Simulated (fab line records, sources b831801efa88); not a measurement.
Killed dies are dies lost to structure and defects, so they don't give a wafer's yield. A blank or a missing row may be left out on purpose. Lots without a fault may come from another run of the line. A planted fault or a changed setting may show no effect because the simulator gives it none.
fab line records | flow sky130
record lots=9 wafers=27 last_day=50
route steps=708 shown VIA4@650 METAL5@663
lots that met no fault: from a run of the same line without faults
start_h: hours from the record's first day to the start of the lot's first wafer shown | wait_h: hours since the lot's step before | " the same as in the row above | L1.1+2: a row that stands for several wafers | - no value, or no start given | * or withheld: withheld | < > ~ a bound
route shown NAME@n: a module of which the file shows steps, and the number in the route of the first | usual: mean/standard deviation of fault-free wafers | same: alike in all rows | chamber/n: place in a boat | sites: the reading at each site | _std_site: their standard deviation | _edge_site: outer sites' mean less inner sites' | radius_mm: how far each site lies from the wafer's centre | mask NAME#n: copy n | behind: the tool/chamber that last shaped the wafer | hold: why the lot was held/for how many hours/how that ended | device: the transistor (n, p or np) that didn't switch | end of line: the same wafers' tests at the end of the route | a step without rows: its recipe alone | killed: dies lost to structure and defects at the first sort, not the wafer's yield | map: a wafer's dies, x killed, . not, _ none there
set.NAME: the setting as run; set.NAME@STEP: as run at that earlier step | model.NAME: the simulator's own value behind a step, which no gauge read
steps of the route over a sample of lots; a table a step, a row a wafer
services: from which hour (start_h, from the record's first day; less than 0 if before it) a tool's chamber was out of use, for how many hours, and why
## steps
# step SKY_VIA4_OVL_MEAS_11
# usual VIA4_OVL=-0.4/1.5
# columns lot.wafer tool chamber start_h wait_h VIA4_OVL[nm]
L142.2 overlay-02 - 1008.83 0.1 1.2
L142.3 " - " " 2.4
L142.5 " - " " 0.5
L149.2 overlay-02 - 1056.84 0.1 0.0
L149.3 " - " " 0.9
L149.4 " - " " -1.6
L151.3 overlay-02 - 1076.30 0.1 -0.8
L151.4 " - " " -1.6
L151.5 " - " " -1.1
L153.2 overlay-01 - 1080.28 0.1 0.9
L153.4 " - " " 0.0
L153.6 " - " " -1.1
L156.2 overlay-02 - 1098.28 0.1 0.1
L156.5 " - " " 0.7
L156.6 " - " " 0.9
L157.2 overlay-01 - 1104.38 0.1 -1.7
L157.3 " - " " -2.4
L157.5 " - " " -0.9
L162.1 overlay-01 - 1126.23 0.1 -1.4
L162.4 " - " " -1.6
L162.5 " - " " -2.2
L163.2 overlay-01 - 1126.70 0.1 -1.9
L163.3 " - " " -1.3
L163.6 " - " " -1.5
L164.1 overlay-01 - 1136.87 0.1 0.1
L164.3 " - " " -0.7
L164.6 " - " " -1.5
# step SKY_VIA4_SPUTTER_17
# recipe material=TiN target_thk_nm=20 chamber_pressure_pa=5 power_w=4000 time_s=80
# usual chamber_pressure_pa=5.000/0.0099 throttle_valve_pct=29.8/1.2
# columns lot.wafer tool chamber start_h wait_h chamber_pressure_pa throttle_valve_pct
L142.2 pvd_sputter-03 - 1009.53 0.0 5.010 30.9
L142.3 " - " " 4.995 30.4
L142.5 " - " " 4.985 30.9
L149.2 pvd_sputter-03 - 1057.54 0.0 5.006 31.5
L149.3 " - " " 4.992 30.5
L149.4 " - " " 5.002 29.7
L151.3 pvd_sputter-02 - 1077.03 0.0 4.996 28.2
L151.4 " - " " 4.996 30.1
L151.5 " - " " 4.998 28.5
L153.2 pvd_sputter-04 - 1081.01 0.0 5.002 28.1
L153.4 " - " " 5.010 28.3
L153.6 " - " " 4.998 29.0
L156.2 pvd_sputter-04 - 1098.97 0.0 4.976 28.6
L156.5 " - " " 5.003 28.6
L156.6 " - " " 4.990 31.8
L157.2 pvd_sputter-02 - 1105.08 0.0 4.994 30.3
L157.3 " - " " 5.007 30.1
L157.5 " - " " 4.997 30.5
L162.1 pvd_sputter-02 - 1126.93 0.0 5.005 30.2
L162.4 " - " " 5.000 30.7
L162.5 " - " " 5.007 30.1
L163.2 pvd_sputter-02 - 1127.40 0.0 5.006 29.3
L163.3 " - " " 5.012 30.0
L163.6 " - " " 4.998 30.6
L164.1 pvd_sputter-04 - 1137.61 0.0 5.005 28.3
L164.3 " - " " 5.005 31.7
L164.6 " - " " 4.990 31.5
# step SKY_VIA4_THK_MEAS_20
# recipe thk_meas_gauge=xrf reads=W_of_VIA4_CVD_18
# usual VIA4_W_THK=516/5.6
# columns lot.wafer tool chamber start_h wait_h VIA4_W_THK[nm]
L142.2 film_metro-03 - 1009.87 0.1 518
L142.3 " - " " 521
L142.5 " - " " 524
L149.2 film_metro-03 - 1057.88 0.1 512
L149.3 " - " " 517
L149.4 " - " " 515
L151.3 film_metro-01 - 1077.38 0.1 508
L151.4 " - " " 505
L151.5 " - " " 505
L153.2 film_metro-02 - 1081.36 0.1 517
L153.4 " - " " 512
L153.6 " - " " 513
L156.2 film_metro-03 - 1099.32 0.1 520
L156.5 " - " " 511
L156.6 " - " " 512
L157.2 film_metro-03 - 1105.42 0.1 509
L157.3 " - " " 518
L157.5 " - " " 511
L162.1 film_metro-02 - 1127.29 0.1 512
L162.4 " - " " 511
L162.5 " - " " 507
L163.2 film_metro-03 - 1127.74 0.1 517
L163.3 " - " " 525
L163.6 " - " " 524
L164.1 film_metro-03 - 1137.95 0.1 520
L164.3 " - " " 528
L164.6 " - " " 521
# step SKY_METAL5_SPUTTER_02
# recipe material=AlCu target_thk_nm=1150 power_w=10600 time_s=61.2 chamber_pressure_pa=0.4
# usual chamber_pressure_pa=0.4000/0.00079 throttle_valve_pct=29.7/1.1
# columns lot.wafer tool chamber start_h wait_h chamber_pressure_pa throttle_valve_pct
L142.2 pvd_sputter-01 - 1010.27 0.0 0.4010 30.0
L142.3 " - " " 0.4015 30.8
L142.5 " - " " 0.3998 29.2
L149.2 pvd_sputter-02 - 1058.28 0.0 0.4009 30.8
L149.3 " - " " 0.3993 29.4
L149.4 " - " " 0.4007 28.0
L151.3 pvd_sputter-02 - 1077.77 0.0 0.4001 30.5
L151.4 " - " " 0.3996 29.2
L151.5 " - " " 0.3998 30.1
L153.2 pvd_sputter-04 - 1081.76 0.0 0.3995 29.0
L153.4 " - " " 0.3999 31.7
L153.6 " - " " 0.4005 28.8
L156.2 pvd_sputter-04 - 1099.71 0.0 0.3989 28.8
L156.5 " - " " 0.3988 29.2
L156.6 " - " " 0.4001 31.9
L157.2 pvd_sputter-01 - 1105.82 0.0 0.3999 29.3
L157.3 " - " " 0.3990 31.0
L157.5 " - " " 0.3995 30.7
L162.1 pvd_sputter-02 - 1130.02 0.0 0.3995 30.5
L162.4 " - " " 0.4019 30.2
L162.5 " - " " 0.4006 30.6
L163.2 pvd_sputter-04 - 1130.62 0.0 0.3997 28.2
L163.3 " - " " 0.4001 28.5
L163.6 " - " " 0.4002 31.7
L164.1 pvd_sputter-01 - 1139.57 0.0 0.3996 29.9
L164.3 " - " " 0.4001 29.2
L164.6 " - " " 0.3999 30.4
# step SKY_METAL5_RS_MEAS_05
# recipe thk_meas_gauge=four-point-probe reads=TiN_of_METAL5_SPUTTER_04+Ti_of_METAL5_SPUTTER_03+AlCu_of_METAL5_SPUTTER_02+TiN_of_METAL5_SPUTTER_01+Ti_of_METAL5_SPUTTER_00
# usual METAL5_ALCU_RS=0.0271/0.00031
# columns lot.wafer tool chamber start_h wait_h hold METAL5_ALCU_RS[ohm/sq]
L142.2 film_metro-04 - 1010.41 0.0 - 0.0278
L142.3 " - " " - 0.0276
L142.5 " - " " - 0.0277
L149.2 film_metro-03 - 1058.42 0.0 await_dispo/0.2h/release 0.0275
L149.3 " - " " await_dispo/0.2h/release 0.0239
L149.4 " - " " await_dispo/0.2h/release 0.0240
L149.2 film_metro-03 - 1058.70 0.3 - 0.0276
L149.3 " - " " - 0.0239
L149.4 " - " " - 0.0240
L151.3 film_metro-04 - 1077.93 0.1 await_dispo/0.2h/release 0.0237
L151.4 " - " " await_dispo/0.2h/release 0.0238
L151.5 " - " " await_dispo/0.2h/release 0.0271
L151.3 film_metro-04 - 1078.21 0.3 - 0.0238
L151.4 " - " " - 0.0239
L151.5 " - " " - 0.0271
L153.2 film_metro-04 - 1081.95 0.1 - 0.0268
L153.4 " - " " - 0.0268
L153.6 " - " " - 0.0268
L156.2 film_metro-04 - 1099.85 0.0 - 0.0271
L156.5 " - " " - 0.0271
L156.6 " - " " - 0.0274
L157.2 film_metro-03 - 1105.96 0.0 - 0.0266
L157.3 " - " " - 0.0266
L157.5 " - " " - 0.0267
L162.1 film_metro-03 - 1130.14 0.0 - 0.0265
L162.4 " - " " - 0.0268
L162.5 " - " " - 0.0266
L163.2 film_metro-03 - 1130.76 0.0 - 0.0270
L163.3 " - " " - 0.0269
L163.6 " - " " - 0.0271
L164.1 film_metro-03 - 1139.69 0.0 - 0.0269
L164.3 " - " " - 0.0271
L164.6 " - " " - 0.0269
# step SKY_METAL5_THK_MEAS_06
# recipe thk_meas_gauge=xrf reads=AlCu_of_METAL5_SPUTTER_02
# usual METAL5_ALCU_THK=1140/14
# columns lot.wafer tool chamber start_h wait_h hold METAL5_ALCU_THK[nm]
L142.2 film_metro-04 - 1010.52 0.1 - 1115
L142.3 " - " " - 1120
L142.5 " - " " - 1119
L149.2 film_metro-03 - 1062.82 4.1 await_dispo/0.2h/release 1123
L149.3 " - " " await_dispo/0.2h/release 1293
L149.4 " - " " await_dispo/0.2h/release 1275
L149.2 film_metro-03 - 1063.05 0.2 - 1121
L149.3 " - " " - 1290
L149.4 " - " " - 1288
L151.3 film_metro-04 - 1079.19 1.0 await_dispo/0.2h/release 1303
L151.4 " - " " await_dispo/0.2h/release 1304
L151.5 " - " " await_dispo/0.2h/release 1147
L151.3 film_metro-04 - 1079.42 0.2 - 1305
L151.4 " - " " - 1304
L151.5 " - " " - 1145
L153.2 film_metro-04 - 1082.06 0.1 - 1156
L153.4 " - " " - 1158
L153.6 " - " " - 1160
L156.2 film_metro-04 - 1099.96 0.1 - 1138
L156.5 " - " " - 1147
L156.6 " - " " - 1137
L157.2 film_metro-03 - 1106.07 0.1 - 1162
L157.3 " - " " - 1166
L157.5 " - " " - 1160
L162.1 film_metro-03 - 1130.26 0.1 - 1175
L162.4 " - " " - 1153
L162.5 " - " " - 1160
L163.2 film_metro-03 - 1130.87 0.1 - 1157
L163.3 " - " " - 1156
L163.6 " - " " - 1141
L164.1 film_metro-03 - 1139.81 0.1 - 1146
L164.3 " - " " - 1137
L164.6 " - " " - 1150
# step SKY_METAL5_METAL_ETCH_15
# recipe target_depth_a=12600 stop_on=SiO2 over_etch_frac=0.2 time_s=252 chemistry=Cl2/BCl3 resist_sidewall_deg=86 pressure_mtorr=10 icp_w=900 bias_w=48.5 Cl2_flow_sccm=60 bcl3_flow_sccm=30
# usual drypump_motor_current_A=5.9/0.47 oes_product_au=0.893/0.0045 throttle_valve_pct=22.265/0.01
# columns lot.wafer tool chamber start_h wait_h drypump_motor_current_A oes_product_au rf_hours_counter_h throttle_valve_pct
L142.2 rie_metal-01 0 1033.56 0.0 5.6 0.892 11 22.257
L142.3 " 1 " " 5.6 0.902 - 22.260
L142.5 " 0 " " 5.6 0.890 - 22.253
L149.2 rie_metal-02 0 1079.30 0.0 5.3 0.891 25 22.262
L149.3 " 1 " " 6.4 0.950 - 22.283
L149.4 " 0 " " 5.4 0.937 - 22.255
L151.3 rie_metal-02 1 1098.23 0.1 6.4 0.946 - 22.252
L151.4 " 0 " " 5.3 0.946 - 22.245
L151.5 " 0 " " 5.3 0.894 - 22.278
L153.2 rie_metal-02 0 1101.67 0.0 5.3 0.894 27 22.270
L153.4 " 0 " " 5.3 0.893 - 22.253
L153.6 " 1 " " 6.4 0.896 - 22.266
L156.2 rie_metal-03 1 1119.22 0.0 6.0 0.889 0 22.277
L156.5 " 1 " " 6.1 0.895 - 22.264
L156.6 " 0 " " 6.4 0.897 - 22.258
L157.2 rie_metal-01 1 1125.62 0.0 5.6 0.895 22 22.264
L157.3 " 1 " " 5.6 0.895 - 22.294
L157.5 " 1 " " 5.6 0.890 - 22.280
L162.1 rie_metal-02 0 1147.36 0.0 5.3 0.896 31 22.264
L162.4 " 1 " " 6.4 0.891 - 22.268
L162.5 " 0 " " 5.3 0.895 - 22.262
L163.2 rie_metal-01 0 1148.35 0.0 5.6 0.892 19 22.272
L163.3 " 0 " " 5.6 0.900 - 22.276
L163.6 " 0 " " 5.6 0.891 - 22.265
L164.1 rie_metal-02 1 1157.35 0.1 6.4 0.894 23 22.283
L164.3 " 1 " " 6.4 0.892 - 22.269
L164.6 " 1 " " 6.4 0.896 - 22.269
## services
# columns tool chamber start_h hours kind
pvd_sputter-03 - 997.30 3.7 repair
pvd_sputter-01 - 1065.34 3.5 repair
pvd_sputter-02 - 1096.19 4.7 repair
rie_metal-03 1 1101.91 - clean
rie_metal-03 1 1101.91 - consumable_replace:focus_ring
rie_metal-03 1 1101.91 17.1 scheduled_down
rie_metal-03 1 1101.91 17.1 vent_cycle
pvd_sputter-02 - 1132.00 3.6 repair
pvd_sputter-03 - 1149.52 3.2 repair
rie_metal-02 0 1150.07 - clean
rie_metal-02 0 1150.07 - consumable_replace:focus_ring
rie_metal-02 0 1150.07 24.9 scheduled_down
rie_metal-02 0 1150.07 24.9 vent_cycle
## key
first_sign step=SKY_METAL5_RS_MEAS_05 reading=visit direction=added
effect step=SKY_METAL5_RS_MEAS_05 reading=METAL5_ALCU_RS direction=down sigmas=11 usual=0.0271 struck=0.0239
effect step=SKY_METAL5_THK_MEAS_06 reading=visit direction=added
effect step=SKY_METAL5_THK_MEAS_06 reading=METAL5_ALCU_THK direction=up sigmas=11 usual=1140 struck=1294
effect step=SKY_METAL5_METAL_ETCH_15 reading=oes_product_au direction=up sigmas=11 usual=0.893 struck=0.945
met_at SKY_METAL5_SPUTTER_02
struck_lots L149,L151
struck_wafers L149.3,L149.4,L151.3,L151.4
not_acting_at SKY_VIA4_OVL_MEAS_11,SKY_VIA4_SPUTTER_17,SKY_VIA4_THK_MEAS_20
fault kind=process_parameter_drift tool=pvd_sputter-02 chamber=- onset_h=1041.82 steps=SKY_METAL5_SPUTTER_02 channel=target_thk_nm offset=159 shape=step end_h=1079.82 scope=struck_wafers_only acts_in=these_recipes_only stated=1150
